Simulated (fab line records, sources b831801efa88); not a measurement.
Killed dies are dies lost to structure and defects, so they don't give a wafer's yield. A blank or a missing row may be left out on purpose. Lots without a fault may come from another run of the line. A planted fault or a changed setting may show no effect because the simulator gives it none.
Problem report in the 8D (eight disciplines) form, filled by code | flow gf180mcu | the parts of the form that need people (team, actions taken, sign-off) are left out

1. THE PROBLEM
spin_speed_rpm at GF_NWELL_COAT_02 reads a mean of 2031.0 rpm on 6 wafers of 2 lots; wafers without a fault read 1999.7 rpm with a standard deviation of 1.2. That is +26 standard deviations from the usual mean.
The step: resist thk 3000 nm.
First seen on wafer L757.1, day 6 08:20, on litho_track-01. The record holds 42 wafers of 14 lots with a number at this step. Rule for "out", or "out of limits": more than 4 standard deviations from the usual mean. The other wafers with a number count as sound.

2. WHAT IT IS AND WHAT IT IS NOT
question                    | is                     | is not
which readings at this step | spin_speed_rpm         | -
which lots                  | L757, L758             | L744, L745, L746, L747, L748, L749, L750, L751, L752, L753, L754, L756
which wafers of those lots  | all that have a number | -
read on which tools         | litho_track-01         | litho_track-02, litho_track-03
when                        | from day 6 08:20       | up to then (36 sound wafers)

3. SUSPECTS, AND WHAT RULES EACH OUT
Counting: a tool at a process step up to the reading stays a suspect if it ran every lot that is out and no sound lot after the first of them.
- litho_track-01 at GF_NWELL_COAT_02 (resist thk 3000 nm): kept. It ran every lot that is out, first L757 (day 6 08:20), and no sound lot after that; its last sound lot up to then is L754 (day 5 17:23). Its own readings are out on those wafers: spin_speed_rpm.
Left after counting: litho_track-01 at GF_NWELL_COAT_02.

4. THE CAUSE (what the simulator had put in)
Process parameter drift: litho_track-01, from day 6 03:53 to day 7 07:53, at GF_NWELL_COAT_02. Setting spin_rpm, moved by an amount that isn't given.
Counting left only this tool.

5. THE CHAIN OF EFFECTS, in route order
Each row: a reading whose mean over the struck wafers that have a number lies more than 3 standard deviations from the usual. Only readings for which the record gives a usual standard deviation are gone through. hours: the time from each lot's start at the first step in this table that gives one to its start at this step, as a median over the lots. sigmas: the change in usual standard deviations.
hours | step             | reading        | usual      | on struck wafers | change | sigmas
0     | GF_NWELL_COAT_02 | spin_speed_rpm | 1999.7 rpm | 2031.0           | +31.3  | +26
The process steps in it:
- GF_NWELL_COAT_02: resist thk 3000 nm.

6. WHAT WOULD HAVE CAUGHT IT SOONER
In this record the first reading out of limits was taken at day 6 08:20, 4 hours after the fault began at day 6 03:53.
